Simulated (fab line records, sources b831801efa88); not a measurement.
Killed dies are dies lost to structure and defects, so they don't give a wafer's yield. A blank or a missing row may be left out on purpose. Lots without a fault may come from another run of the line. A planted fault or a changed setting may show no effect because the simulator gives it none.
A struck lot beside a sound one | flow sky130 | 25 steps out of a route of 708
Sound: wafers L816.4, L816.5, L816.6. Struck: wafers L815.2, L815.3, L815.4. The cause comes at the end.
At each step with rows: each side's tool, then ch and its chambers, then its first start. Under that, the readings that differ: sound wafers | struck wafers | difference of the means | sigmas: that difference in standard deviations of wafers without a fault.
alike: readings whose means differ by less than 2 such deviations, and words and numbers that are the same on both sides. not compared: withheld readings, readings that some wafer has no value for, bounds like >300 that may hide the same value, and numbers for which the record gives no deviation and whose values overlap.
The two part at a step that has a row with sigmas, a row that says differs or no value, or rows on one side only. Numbers that don't overlap but have no deviation are shown without sigmas and don't part them. A reading that every wafer of one side lacks parts them only if that side has two wafers or more.

first, 3 steps without rows for these wafers: SKY_CAPM_EXPOSE_09 (exposes mask CAPM, target cd 1000 nm); SKY_CAPM_PEB_10; SKY_CAPM_DEVELOP_11 (develop time 60 s).
SKY_CAPM_OVL_MEAS_12:
  sound on overlay-02, day 39 02:24; struck on overlay-01, day 38 17:22
  alike: CAPM_OVL
SKY_CAPM_METAL_ETCH_13: etches TiN in Cl2/BCl3, stops on SiO2, target depth 220 nm, time 62.9 s.
  sound on rie_metal-02 ch 0,1, day 39 02:27; struck on rie_metal-01 ch 0,1, day 38 17:24
  alike: chamber_pressure_mTorr, drypump_motor_current_A, he_backside_leak_sccm, oes_product_au, throttle_valve_pct
  not compared: rf_hours_counter_h
SKY_CAPM_STRIP_14: strips in O2/N2.
  sound on plasma_asher-01 ch 0,1, day 39 02:32; struck on plasma_asher-03 ch 0,1, day 38 17:28
  alike: chamber_pressure_mTorr, drypump_motor_current_A, oes_product_au, strip_time_to_endpoint_s
  not compared: rf_hours_counter_h
then, 6 steps without rows for these wafers: SKY_CAPM_STRIP_15 (strips in post etch residue remover, time 1200 s); SKY_CAPM_CLEAN_16 (cleans in IPA, time 180 s); SKY_CAPM_CLEAN_17 (cleans in O3/DIW); SKY_METAL3_DEHYDRATE_05 (time 60 s); SKY_METAL3_HMDS_06 (prime time 60 s); SKY_METAL3_COAT_07 (resist thk 60 nm).
SKY_METAL3_COAT_08: resist thk 1140 nm.
  sound on litho_track-01 ch 0, day 39 16:00; struck on litho_track-02 ch 0, day 39 06:00
  reading                                       | sound          | struck         | difference | sigmas
  model.KrF-thick_of_METAL3_COAT_08.thk_nm (nm) | 1143 1138 1142 | 1151 1148 1151 | +9         |
  alike: chill_plate_temp_C
then, 4 steps without rows for these wafers: SKY_METAL3_SOFTBAKE_09 (time 90 s); SKY_METAL3_EXPOSE_10 (exposes mask MM3, target cd 300 nm); SKY_METAL3_PEB_11; SKY_METAL3_DEVELOP_12 (develop time 60 s).
SKY_METAL3_CD_MEAS_13: target cd 300 nm.
  sound on cd_sem-02, day 40 04:20; struck on cd_sem-02, day 39 19:14
  alike: cd_nm
SKY_METAL3_OVL_MEAS_14:
  sound on overlay-02, day 40 04:25; struck on overlay-02, day 39 19:20
  alike: METAL3_OVL
SKY_METAL3_DESCUM_15: chemistry O2, time 8 s.
  sound on rie_metal-01 ch 0,1, day 40 04:26; struck on rie_metal-01 ch 0,1, day 39 19:22
  alike: chamber_pressure_mTorr, drypump_motor_current_A, he_backside_leak_sccm, oes_product_au
  not compared: rf_hours_counter_h
SKY_METAL3_ETCH_16: etches BARC in N2/H2, stops on SiO2, time 88.2 s, target depth 60 nm.
  sound on rie_metal-01 ch 0,1, day 40 04:29; struck on rie_metal-01 ch 0,1, day 39 19:24
  alike: chamber_pressure_mTorr, drypump_motor_current_A, he_backside_leak_sccm, oes_product_au, throttle_valve_pct
  not compared: rf_hours_counter_h
SKY_METAL3_ETCH_17: etches SiO2 in C4F8/O2/Ar, stops on TiN, time 3.9 s, target depth 15 nm.
  sound on rie_diel-02 ch 0,1,3, day 40 04:34; struck on rie_diel-02 ch 1,2,3, day 39 19:30
  reading               | sound             | struck            | difference | sigmas
  oes_product_au (a.u.) | 0.755 0.762 0.757 | 0.744 0.737 0.747 | -0.015     | -2
  alike: chamber_pressure_mTorr
SKY_METAL3_METAL_ETCH_18: etches the open film in Cl2/BCl3, stops on SiO2, target depth 845 nm, time 183.1 s.
  sound on rie_metal-03 ch 0,1, day 40 04:38; struck on rie_metal-03 ch 0,1, day 39 19:31
  reading                                       | sound             | struck            | difference | sigmas
  oes_product_au (a.u.)                         | 0.861 0.862 0.856 | 0.877 0.867 0.882 | +0.016     | +2
  model.KrF-thick_of_METAL3_COAT_08.thk_nm (nm) | 528.5 505.5 523.3 | 530.4 536 529.2   | +12.8      |
  alike: chamber_pressure_mTorr, drypump_motor_current_A, he_backside_leak_sccm, throttle_valve_pct
  not compared: rf_hours_counter_h
then, 1 step without rows for these wafers: SKY_METAL3_STRIP_19 (strips in O2/N2).
-- the record jumps here: 7 days lie between the struck wafers' starts before and after (it left off in module METAL3 and takes up again in module PAD_OPEN, whose first step shown is number 708 of the route) --
SKY_PAD_OPEN_PROBE_99:
  sound on prober-01, day 47 04:52; struck on prober-02, day 46 22:55
  alike: defect_limited_yield, killed_at_M0_to_M3, killed_at_M4_up, killed_at_contacts, killed_at_front_end, killed_at_other, killed_dies, killed_on_rim, killed_open, killed_short, sort_bin_3_pad_short, sort_bin_5_function, sort_bin_6_memory, sort_n_pass, sort_yield_pct

WHERE THEY PART
First at SKY_METAL3_ETCH_17; last, within this record, at SKY_METAL3_METAL_ETCH_18. Later steps at which nothing parts them and some readings are alike: SKY_PAD_OPEN_PROBE_99.

WHY: what the simulator had put in
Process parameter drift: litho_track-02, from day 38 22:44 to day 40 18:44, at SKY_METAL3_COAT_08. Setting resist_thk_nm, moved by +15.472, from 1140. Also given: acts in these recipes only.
